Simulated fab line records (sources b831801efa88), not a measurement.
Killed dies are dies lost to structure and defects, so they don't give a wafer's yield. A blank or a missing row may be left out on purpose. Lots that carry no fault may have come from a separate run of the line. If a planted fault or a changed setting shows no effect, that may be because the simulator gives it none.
fab line records | flow sky130
[record] lots = 11 | wafers = 33 | last-day = 50
route steps=708 shown LDD_HVP@288 POLY_CUT@318 SD_N@356 SD_P@359 RES_XHIGH@360
lots with no fault: from the same line, run without faults
start-h: start of the lot's first displayed wafer, in hours after the record's first day | wait-h: hours from the lot's prior step to this one | " unchanged from the row above | L1.1+2: one row covering several wafers at once | - no value, or no start given | * or withheld: withheld | < > ~ a bound
route shown NAME@n: names a module that has steps shown in the file, with the first one's number in the route | usual: the fault-free wafers' mean and standard deviation | same: alike in all rows | chamber/n: place in a boat | sites: per-site readings | _std_site: standard deviation across them | _edge_site: inner sites' mean taken away from outer sites' mean | radius-mm: how far each site lies from the wafer's centre | mask NAME#n: copy n | behind: the tool/chamber that last shaped the wafer | hold: cause of the lot's hold/its duration in hours/its outcome | device: whichever transistor did not switch (one of n, p or np) | end of line: the same wafers' tests at the end of the route | for a step that has no rows: nothing shown but its recipe | killed: dies lost to structure and defects at the first sort, not the wafer's yield | map: a wafer's dies, marking killed ones x, the rest . and places with no die _
set.NAME: the run value of the setting; set.NAME@STEP: its run value at that earlier step | model.NAME: the simulator's own value behind a step, which no gauge read
the route's steps for a sample of lots (tables are steps, rows are wafers)
services: a tool's chamber out of use, with start hour (start-h, from the record's first day; less than 0 if before it), hours out, and reason
[[steps]]
[step SKY_LDD_HVP_TW_MEAS_10]
[usual] LDD_HVP_TW = 459/3.4
lot.wafer | tool          | chamber | start-h | wait-h | LDD_HVP_TW
L900.1    | film-metro-01 | -       | 502.65  | 0.1    | 462
L900.3    | "             | -       | "       | "      | 462
L900.6    | "             | -       | "       | "      | 463
L901.2    | film-metro-04 | -       | 503.35  | 0.1    | 460
L901.5    | "             | -       | "       | "      | 461
L901.6    | "             | -       | "       | "      | 458
L903.3    | film-metro-04 | -       | 523.52  | 0.1    | 456
L903.5    | "             | -       | "       | "      | 460
L903.6    | "             | -       | "       | "      | 457
L904.2    | film-metro-04 | -       | 529.86  | 0.1    | 461
L904.3    | "             | -       | "       | "      | 461
L904.6    | "             | -       | "       | "      | 462
L905.1    | film-metro-01 | -       | 545.95  | 0.1    | 460
L905.3    | "             | -       | "       | "      | 463
L905.5    | "             | -       | "       | "      | 463
L910.1    | film-metro-01 | -       | 587.25  | 0.1    | 461
L910.2    | "             | -       | "       | "      | 459
L910.3    | "             | -       | "       | "      | 462
L911.3    | film-metro-04 | -       | 597.72  | 0.1    | 456
L911.5    | "             | -       | "       | "      | 457
L911.6    | "             | -       | "       | "      | 454
L913.1    | film-metro-02 | -       | 618.90  | 0.1    | 451
L913.4    | "             | -       | "       | "      | 457
L913.5    | "             | -       | "       | "      | 455
L916.1    | film-metro-04 | -       | 639.89  | 0.1    | 456
L916.4    | "             | -       | "       | "      | 458
L916.5    | "             | -       | "       | "      | 456
L922.1    | film-metro-02 | -       | 690.44  | 0.1    | 455
L922.4    | "             | -       | "       | "      | 456
L922.6    | "             | -       | "       | "      | 455
L923.1    | film-metro-04 | -       | 694.69  | 0.1    | 456
L923.2    | "             | -       | "       | "      | 455
L923.6    | "             | -       | "       | "      | 457
[step SKY_POLY_CUT_ETCH_11]
[recipe] target = Si3N4 | chemistry = CF4/CH2F2/Ar | stop-on = poly-Si | source-w = 600 | bias-w = 150 | pressure-mtorr = 40 | cf4-flow-sccm = 40 | ch2f2-flow-sccm = 20 | Ar_flow_sccm = 150 | time-s = 42.5 | target-depth-a = 600
[usual] drypump-motor-current-A = 5.6/0.43 | oes-product-au = 0.831/0.0069 | throttle-valve-pct = 14.995/0.0088
lot.wafer | tool        | chamber | start-h | wait-h | drypump-motor-current-A | oes-product-au | rf-hours-counter-h | throttle-valve-pct
L900.1    | rie-diel-04 | 3       | 566.46  | 0.0    | 5.9                     | 0.833          | 39                 | 14.996
L900.3    | "           | 0       | "       | "      | 5.7                     | 0.836          | 4                  | 15.000
L900.6    | "           | 2       | "       | "      | 5.7                     | 0.850          | -                  | 14.985
L901.2    | rie-diel-04 | 1       | 568.31  | 0.0    | 6.3                     | 0.830          | 1                  | 15.005
L901.5    | "           | 3       | "       | "      | 5.9                     | 0.834          | -                  | 14.985
L901.6    | "           | 0       | "       | "      | 5.7                     | 0.835          | -                  | 15.002
L903.3    | rie-diel-01 | 2       | 586.26  | 0.0    | 6.3                     | 0.836          | 1                  | 15.010
L903.5    | "           | 3       | "       | "      | 5.5                     | 0.827          | -                  | 14.985
L903.6    | "           | 1       | "       | "      | 5.5                     | 0.831          | -                  | 14.985
L904.2    | rie-diel-04 | 1       | 593.06  | 0.0    | 6.2                     | 0.828          | 2                  | 14.996
L904.3    | "           | 2       | "       | "      | 5.7                     | 0.836          | 60                 | 14.992
L904.6    | "           | 2       | "       | "      | 5.7                     | 0.838          | -                  | 15.003
L905.1    | rie-diel-03 | 2       | 607.37  | 0.0    | 5.9                     | 0.836          | 17                 | 15.005
L905.3    | "           | 3       | "       | "      | 5.5                     | 0.821          | 61                 | 14.996
L905.5    | "           | 1       | "       | "      | 5.0                     | 0.828          | -                  | 14.982
L910.1    | rie-diel-01 | 1       | 648.86  | 0.0    | 5.5                     | 0.831          | 39                 | 14.992
L910.2    | "           | 0       | "       | "      | 5.7                     | 0.835          | 1                  | 14.990
L910.3    | "           | 3       | "       | "      | 5.5                     | 0.835          | 33                 | 15.002
L911.3    | rie-diel-01 | 1       | 658.01  | 0.0    | 5.5                     | 0.843          | 40                 | 15.012
L911.5    | "           | 3       | "       | "      | 5.5                     | 0.838          | -                  | 14.993
L911.6    | "           | 2       | "       | "      | 6.3                     | 0.835          | -                  | 14.990
L913.1    | rie-diel-03 | 2       | 680.11  | 0.0    | 5.9                     | 0.832          | 19                 | 14.996
L913.4    | "           | 2       | "       | "      | 5.9                     | 0.838          | -                  | 14.994
L913.5    | "           | 0       | "       | "      | 5.0                     | 0.830          | -                  | 14.977
L916.1    | rie-diel-01 | 3       | 700.16  | 0.0    | 5.5                     | 0.839          | 34                 | 14.991
L916.4    | "           | 0       | "       | "      | 5.7                     | 0.837          | 2                  | 14.988
L916.5    | "           | 2       | "       | "      | 6.3                     | 0.829          | -                  | 14.981
L922.1    | rie-diel-03 | 1       | 748.86  | 0.0    | 5.0                     | 0.828          | 9                  | 15.002
L922.4    | "           | 0       | "       | "      | 5.0                     | 0.825          | 15                 | 15.002
L922.6    | "           | 1       | "       | "      | 5.0                     | 0.815          | -                  | 14.987
L923.1    | rie-diel-01 | 3       | 753.57  | 0.0    | 5.5                     | 0.824          | 35                 | 14.988
L923.2    | "           | 2       | "       | "      | 6.3                     | 0.817          | 4                  | 14.998
L923.6    | "           | 2       | "       | "      | 6.3                     | 0.817          | -                  | 15.003
[step SKY_SD_N_RTA_14]
[recipe] temp-c = 1075 | time-s = 2 | idle-temp-c = 650 | ramp-up-c-per-s = 150 | ramp-down-c-per-s = 90 | ambient = N2
[usual] lamp-power-pct = 15.73/0.055 | ramp-up-c-per-s = 150.00/0.03 | wafer_temp_C_max = 1078.2/1.4
lot.wafer | tool          | chamber | start-h | wait-h | lamp-power-pct | ramp-up-c-per-s | wafer_temp_C_max
L900.1    | rtp-anneal-01 | 0       | 656.08  | 0.0    | 15.76          | 149.99          | 1080.6
L900.3    | "             | 0       | "       | "      | 15.69          | 149.97          | 1078.0
L900.6    | "             | 0       | "       | "      | 15.74          | 150.01          | 1079.2
L901.2    | rtp-anneal-02 | 0       | 657.55  | 0.0    | 15.65          | 150.00          | 1079.0
L901.5    | "             | 0       | "       | "      | 15.70          | 149.97          | 1079.1
L901.6    | "             | 0       | "       | "      | 15.81          | 150.05          | 1077.0
L903.3    | rtp-anneal-02 | 0       | 675.07  | 0.0    | 15.72          | 150.01          | 1076.6
L903.5    | "             | 0       | "       | "      | 15.81          | 149.99          | 1079.9
L903.6    | "             | 0       | "       | "      | 15.64          | 149.96          | 1082.7
L904.2    | rtp-anneal-01 | 0       | 682.39  | 0.0    | 15.73          | 150.00          | 1077.5
L904.3    | "             | 0       | "       | "      | 15.70          | 149.97          | 1078.2
L904.6    | "             | 0       | "       | "      | 15.74          | 149.99          | 1080.4
L905.1    | rtp-anneal-02 | 0       | 695.68  | 0.0    | 15.69          | 150.00          | 1080.5
L905.3    | "             | 0       | "       | "      | 15.72          | 150.07          | 1076.7
L905.5    | "             | 0       | "       | "      | 15.65          | 150.00          | 1077.5
L910.1    | rtp-anneal-01 | 0       | 738.43  | 0.0    | 15.79          | 149.99          | 1080.8
L910.2    | "             | 0       | "       | "      | 15.71          | 149.97          | 1079.3
L910.3    | "             | 0       | "       | "      | 15.74          | 149.99          | 1076.9
L911.3    | rtp-anneal-02 | 0       | 744.79  | 0.0    | 15.85          | 149.99          | 1087.9
L911.5    | "             | 0       | "       | "      | 15.80          | 150.01          | 1088.7
L911.6    | "             | 0       | "       | "      | 15.80          | 149.98          | 1087.4
L913.1    | rtp-anneal-02 | 0       | 765.62  | 0.0    | 15.82          | 149.99          | 1088.3
L913.4    | "             | 0       | "       | "      | 15.85          | 149.95          | 1090.0
L913.5    | "             | 0       | "       | "      | 15.80          | 150.00          | 1085.1
L916.1    | rtp-anneal-01 | 0       | 785.68  | 0.0    | 15.66          | 149.98          | 1076.4
L916.4    | "             | 0       | "       | "      | 15.73          | 150.00          | 1078.1
L916.5    | "             | 0       | "       | "      | 15.73          | 150.00          | 1078.8
L922.1    | rtp-anneal-01 | 0       | 830.93  | 0.0    | 15.81          | 149.99          | 1079.3
L922.4    | "             | 0       | "       | "      | 15.78          | 149.94          | 1075.2
L922.6    | "             | 0       | "       | "      | 15.69          | 149.99          | 1077.0
L923.1    | rtp-anneal-02 | 0       | 834.10  | 0.0    | 15.63          | 150.01          | 1079.8
L923.2    | "             | 0       | "       | "      | 15.70          | 150.04          | 1077.1
L923.6    | "             | 0       | "       | "      | 15.71          | 150.02          | 1077.9
[step SKY_SD_N_RS_MEAS_16]
[recipe] thk-meas-gauge = four-point-probe
[usual] SD_N_RS = 68.62/0.13
lot.wafer | tool          | chamber | start-h | wait-h | SD_N_RS[ohm/sq]
L900.1    | film-metro-03 | -       | 656.26  | 0.1    | 68.50
L900.3    | "             | -       | "       | "      | 68.66
L900.6    | "             | -       | "       | "      | 68.70
L901.2    | film-metro-01 | -       | 657.77  | 0.1    | 68.60
L901.5    | "             | -       | "       | "      | 68.63
L901.6    | "             | -       | "       | "      | 68.56
L903.3    | film-metro-03 | -       | 675.30  | 0.1    | 68.66
L903.5    | "             | -       | "       | "      | 68.52
L903.6    | "             | -       | "       | "      | 68.60
L904.2    | film-metro-01 | -       | 682.57  | 0.1    | 68.45
L904.3    | "             | -       | "       | "      | 68.64
L904.6    | "             | -       | "       | "      | 68.54
L905.1    | film-metro-01 | -       | 695.85  | 0.1    | 68.64
L905.3    | "             | -       | "       | "      | 68.42
L905.5    | "             | -       | "       | "      | 68.34
L910.1    | film-metro-01 | -       | 738.61  | 0.1    | 68.57
L910.2    | "             | -       | "       | "      | 68.54
L910.3    | "             | -       | "       | "      | 68.41
L911.3    | film-metro-02 | -       | 744.98  | 0.1    | 67.24
L911.5    | "             | -       | "       | "      | 67.29
L911.6    | "             | -       | "       | "      | 67.27
L913.1    | film-metro-01 | -       | 765.79  | 0.1    | 67.04
L913.4    | "             | -       | "       | "      | 66.89
L913.5    | "             | -       | "       | "      | 66.94
L916.1    | film-metro-03 | -       | 785.85  | 0.1    | 68.58
L916.4    | "             | -       | "       | "      | 68.61
L916.5    | "             | -       | "       | "      | 68.55
L922.1    | film-metro-02 | -       | 831.10  | 0.1    | 68.72
L922.4    | "             | -       | "       | "      | 68.84
L922.6    | "             | -       | "       | "      | 68.61
L923.1    | film-metro-02 | -       | 834.27  | 0.1    | 68.72
L923.2    | "             | -       | "       | "      | 68.83
L923.6    | "             | -       | "       | "      | 68.88
[step SKY_SD_N_RS_MEAS_17]
[recipe] thk-meas-gauge = four-point-probe
[usual] SD_P_RS = 146.9/0.37
lot.wafer | tool          | chamber | start-h | wait-h | SD_P_RS[ohm/sq]
L900.1    | film-metro-03 | -       | 656.38  | 0.1    | 146.7
L900.3    | "             | -       | "       | "      | 146.9
L900.6    | "             | -       | "       | "      | 146.5
L901.2    | film-metro-01 | -       | 657.89  | 0.1    | 146.8
L901.5    | "             | -       | "       | "      | 147.3
L901.6    | "             | -       | "       | "      | 146.9
L903.3    | film-metro-03 | -       | 675.42  | 0.1    | 147.0
L903.5    | "             | -       | "       | "      | 147.2
L903.6    | "             | -       | "       | "      | 146.8
L904.2    | film-metro-01 | -       | 682.69  | 0.1    | 146.8
L904.3    | "             | -       | "       | "      | 147.0
L904.6    | "             | -       | "       | "      | 147.3
L905.1    | film-metro-01 | -       | 695.97  | 0.1    | 146.5
L905.3    | "             | -       | "       | "      | 146.6
L905.5    | "             | -       | "       | "      | 146.8
L910.1    | film-metro-01 | -       | 738.73  | 0.1    | 146.8
L910.2    | "             | -       | "       | "      | 146.4
L910.3    | "             | -       | "       | "      | 146.6
L911.3    | film-metro-02 | -       | 745.10  | 0.1    | 139.5
L911.5    | "             | -       | "       | "      | 139.8
L911.6    | "             | -       | "       | "      | 139.3
L913.1    | film-metro-01 | -       | 765.91  | 0.1    | 139.7
L913.4    | "             | -       | "       | "      | 139.5
L913.5    | "             | -       | "       | "      | 139.0
L916.1    | film-metro-03 | -       | 785.97  | 0.1    | 146.8
L916.4    | "             | -       | "       | "      | 146.7
L916.5    | "             | -       | "       | "      | 147.0
L922.1    | film-metro-02 | -       | 831.22  | 0.1    | 147.5
L922.4    | "             | -       | "       | "      | 147.1
L922.6    | "             | -       | "       | "      | 147.2
L923.1    | film-metro-02 | -       | 834.39  | 0.1    | 147.8
L923.2    | "             | -       | "       | "      | 147.5
L923.6    | "             | -       | "       | "      | 147.5
[step SKY_SD_N_RS_MEAS_18]
[recipe] thk-meas-gauge = four-point-probe
[usual] RES_XHIGH_RS = 333.3/1.2
lot.wafer | tool          | chamber | start-h | wait-h | RES_XHIGH_RS[ohm/sq]
L900.1    | film-metro-03 | -       | 656.50  | 0.1    | 333.5
L900.3    | "             | -       | "       | "      | 332.3
L900.6    | "             | -       | "       | "      | 332.9
L901.2    | film-metro-01 | -       | 658.01  | 0.1    | 332.3
L901.5    | "             | -       | "       | "      | 332.7
L901.6    | "             | -       | "       | "      | 331.5
L903.3    | film-metro-03 | -       | 675.54  | 0.1    | 332.8
L903.5    | "             | -       | "       | "      | 334.3
L903.6    | "             | -       | "       | "      | 332.2
L904.2    | film-metro-01 | -       | 682.81  | 0.1    | 333.3
L904.3    | "             | -       | "       | "      | 333.3
L904.6    | "             | -       | "       | "      | 332.2
L905.1    | film-metro-01 | -       | 696.09  | 0.1    | 333.3
L905.3    | "             | -       | "       | "      | 332.7
L905.5    | "             | -       | "       | "      | 331.3
L910.1    | film-metro-01 | -       | 738.85  | 0.1    | 332.9
L910.2    | "             | -       | "       | "      | 331.9
L910.3    | "             | -       | "       | "      | 331.0
L911.3    | film-metro-02 | -       | 745.22  | 0.1    | 333.1
L911.5    | "             | -       | "       | "      | 333.5
L911.6    | "             | -       | "       | "      | 332.8
L913.1    | film-metro-01 | -       | 766.03  | 0.1    | 332.5
L913.4    | "             | -       | "       | "      | 332.8
L913.5    | "             | -       | "       | "      | 333.8
L916.1    | film-metro-03 | -       | 786.09  | 0.1    | 331.8
L916.4    | "             | -       | "       | "      | 332.2
L916.5    | "             | -       | "       | "      | 332.7
L922.1    | film-metro-02 | -       | 831.34  | 0.1    | 336.2
L922.4    | "             | -       | "       | "      | 336.2
L922.6    | "             | -       | "       | "      | 335.6
L923.1    | film-metro-02 | -       | 834.51  | 0.1    | 334.4
L923.2    | "             | -       | "       | "      | 334.6
L923.6    | "             | -       | "       | "      | 334.2
[[services]]
tool          | chamber | start-h | hours | kind
rie-diel-01   | 0       | 581.22  | -     | clean
rie-diel-01   | 0       | 581.22  | 21.4  | scheduled-down
rie-diel-01   | 0       | 581.22  | 21.4  | vent-cycle
rie-diel-01   | 2       | 594.38  | 23.8  | repair
rie-diel-04   | 2       | 603.68  | 15.2  | repair
rie-diel-01   | -       | 612.63  | 0.7   | repair
rtp-anneal-02 | -       | 631.73  | 4.5   | pm
rie-diel-01   | 2       | 642.45  | 7.0   | repair
rie-diel-01   | 3       | 665.31  | 25.9  | repair
rie-diel-03   | 3       | 665.47  | -     | clean
rie-diel-03   | 3       | 665.47  | 21.1  | scheduled-down
rie-diel-03   | 3       | 665.47  | 21.1  | vent-cycle
rie-diel-04   | 2       | 682.72  | 7.4   | repair
rie-diel-04   | 2       | 690.09  | -     | clean
rie-diel-04   | 3       | 696.28  | 7.0   | repair
rie-diel-01   | 1       | 751.89  | -     | clean
rie-diel-01   | 1       | 751.89  | 12.6  | scheduled-down
rie-diel-01   | 1       | 751.89  | 12.6  | vent-cycle
rie-diel-04   | 0       | 769.87  | 8.3   | repair
rie-diel-01   | 3       | 781.82  | -     | clean
rie-diel-01   | 3       | 781.82  | 16.3  | scheduled-down
rie-diel-01   | 3       | 781.82  | 16.3  | vent-cycle
rie-diel-03   | 2       | 794.21  | 2.4   | repair
rie-diel-01   | 1       | 824.17  | 1.9   | repair
[[key]]
[first-sign] step = SKY_SD_N_RTA_14 | reading = wafer_temp_C_max | direction = up | sigmas = 6.9 | usual = * | struck = *
[effect] step = SKY_SD_N_RTA_14 | reading = lamp-power-pct | direction = up | sigmas = 1.7 | usual = 15.73 | struck = 15.82
[effect] step = SKY_SD_N_RS_MEAS_16 | reading = SD_N_RS | direction = down | sigmas = 12 | usual = 68.62 | struck = 67.11
[effect] step = SKY_SD_N_RS_MEAS_17 | reading = SD_P_RS | direction = down | sigmas = 20 | usual = 146.9 | struck = 139.5
met-at SKY_SD_N_RTA_14
struck-lots L911,L913
tester-left-out L911,L913
not-acting-at SKY_LDD_HVP_TW_MEAS_10,SKY_POLY_CUT_ETCH_11,SKY_SD_N_RS_MEAS_18
onset-between 695.68 744.79
[fault] kind = process-parameter-drift | tool = rtp-anneal-02 | chamber = - | onset-h = 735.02 | steps = SKY_SD_N_RTA_14 | channel = temp-c | offset = * | shape = step | end-h = 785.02 | acts-in = * | stated = *
// tester-left-out: of these lots the tester's yield and bins aren't shown, on N5 and GAA mostly nor the transistor test; their killed dies are dies lost to structure and defects alone, not to doping, threshold or leakage, so they don't give the yield
